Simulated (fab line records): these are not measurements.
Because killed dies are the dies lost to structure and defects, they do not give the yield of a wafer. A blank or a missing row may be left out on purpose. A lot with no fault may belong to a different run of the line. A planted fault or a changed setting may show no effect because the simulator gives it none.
A lot that was struck, set against a sound lot    flow sky130    15 steps out of a route of 708
Sound: these wafers, L813.4, L813.5, L813.6. Wafers struck: L819.1, L819.3, L819.6. Last of all comes the cause.
Per side, at each step with rows, come the tool, then ch with its chambers, and then its first start. Under that, the readings that differ: sound wafers    struck wafers    difference of the means    sigmas: that difference in standard deviations of wafers without a fault.
alike: words and numbers the same on both sides, and readings whose means are apart by under 2 such deviations; not compared: readings that were withheld, readings missing a value for some wafer, numbers with overlapping values and no deviation given by the record, and bounds like >300 which may hide the same value.
Wherever a step has rows on one side only, a row that says differs or no value, or a row with sigmas, the two part there. Numbers that have no deviation but don't overlap get no sigmas and don't part them. A reading that every wafer of one side lacks parts them only if that side has two wafers or more.

first, 6 steps without rows for these wafers: SKY_GATE_OXIDE_HMDS_04 (prime time 60 s); SKY_GATE_OXIDE_COAT_05 (resist thk 1140 nm); SKY_GATE_OXIDE_SOFTBAKE_06 (time 60 s); SKY_GATE_OXIDE_EXPOSE_07 (exposes mask LVOM, target cd 600 nm); SKY_GATE_OXIDE_PEB_08; SKY_GATE_OXIDE_DEVELOP_09 (develop time 60 s).
SKY_GATE_OXIDE_OVL_MEAS_10:
  struck on overlay-01, day 16 11:39; sound on overlay-01, day 14 03:53
  alike: GATE_OXIDE_OVL
then, 2 steps without rows for these wafers: SKY_GATE_OXIDE_IMPLANT_11; SKY_GATE_OXIDE_WET_ETCH_12 (etches SiO2 in dHF, target depth 16.8 nm, time 336 s).
SKY_GATE_OXIDE_STRIP_13: strips in O2/N2.
  sound on plasmaAsher-03 ch 0,1, day 14 04:11; struck on plasmaAsher-01 ch 0, day 16 11:56
  alike: drypumpMotorCurrentA, n2FlowSccm, oesProductAu, stripTimeToEndpointS
  not compared: rfHoursCounterH
SKY_GATE_OXIDE_TW_MEAS_14:
  struck on filmMetro-01, day 16 12:02; sound on filmMetro-01, day 14 04:17
reading        sound              struck             difference  sigmas
GATE_OXIDE_TW  223.5 224.1 224.3  226.7 226.6 227.4  +2.9        +3
then, 1 step without rows for these wafers: SKY_GATE_OXIDE_CLEAN_15 (cleans in SC1/SC2, time 150 s).
SKY_GATE_OXIDE_OXIDATION_16: stabilise 600 s, purge 300 s, target thk 3.57 nm.
  sound on furnace-01 ch 0, day 14 05:38; struck on furnace-01 ch 0, day 16 12:16
reading                                           sound              struck             difference  sigmas
model.SiO2_of_GATE_OXIDE_OXIDATION_01.thkNm (nm)  11.55 11.65 11.63  12.21 12.18 12.16  +0.57       
  alike: rampDownCPerMin, spikeTcTopC, zonePowerLowerPct
then, 1 step without rows for these wafers: SKY_POLY_GATE_CVD_00 (deposits poly-Si, target thk 180 nm, time 720 s).
-- here the record skips 31 days between the struck wafers' starts before and after, leaving off in module POLY_GATE and picking up in module PAD_OPEN (first step shown: number 708 of the route) --
SKY_PAD_OPEN_PROBE_99:
  struck on prober-01, day 47 16:11; sound on prober-02, day 46 00:58
reading                              sound                          struck                         difference  sigmas
model.etest.nfet_16v.rOnOhmUm        1.373e+04 1.385e+04 1.401e+04  1.491e+04 1.487e+04 1.486e+04  +1.017e+03  
model.etest.pfet_16v.rOnOhmUm        1.491e+04 1.496e+04 1.533e+04  1.574e+04 1.561e+04 1.562e+04  +5.900e+02  
model.etest.pfetG5v0d10v5.rOnOhmUm   4771 4791 4825                 5260 5186 5256                 +438        
model.etest.pfet_01v8.rOnOhmUm       2882 2944 2962                 3339 3270 3332                 +384        
model.etest.tipSonos.rsOhmSq         2687 2695 2664                 2754 2735 2769                 +71         
model.etest.nfetG5v0d10v5.rOnOhmUm   1869 1902 1897                 2070 2028 2041                 +157        
model.etest.nfet_01v8.rOnOhmUm       845.7 853.1 858.8              954.1 944.2 988.4              +109.7      
model.etest.nfet_01v8_lvt.driveUaUm  570.9 578.1 566                502 505.9 483.7                -74         
  alike: killed_at_M0_to_M3, killed_at_M4_up, killedAtContacts, killedAtFrontEnd, killedAtOther, killedDies, killedOpen, killedShort

## WHERE THEY PART
Within this record, at SKY_GATE_OXIDE_TW_MEAS_14 only. Later steps at which nothing parts them and some readings are alike: SKY_GATE_OXIDE_OXIDATION_16, SKY_PAD_OPEN_PROBE_99.

WHY: whatever the simulator had introduced
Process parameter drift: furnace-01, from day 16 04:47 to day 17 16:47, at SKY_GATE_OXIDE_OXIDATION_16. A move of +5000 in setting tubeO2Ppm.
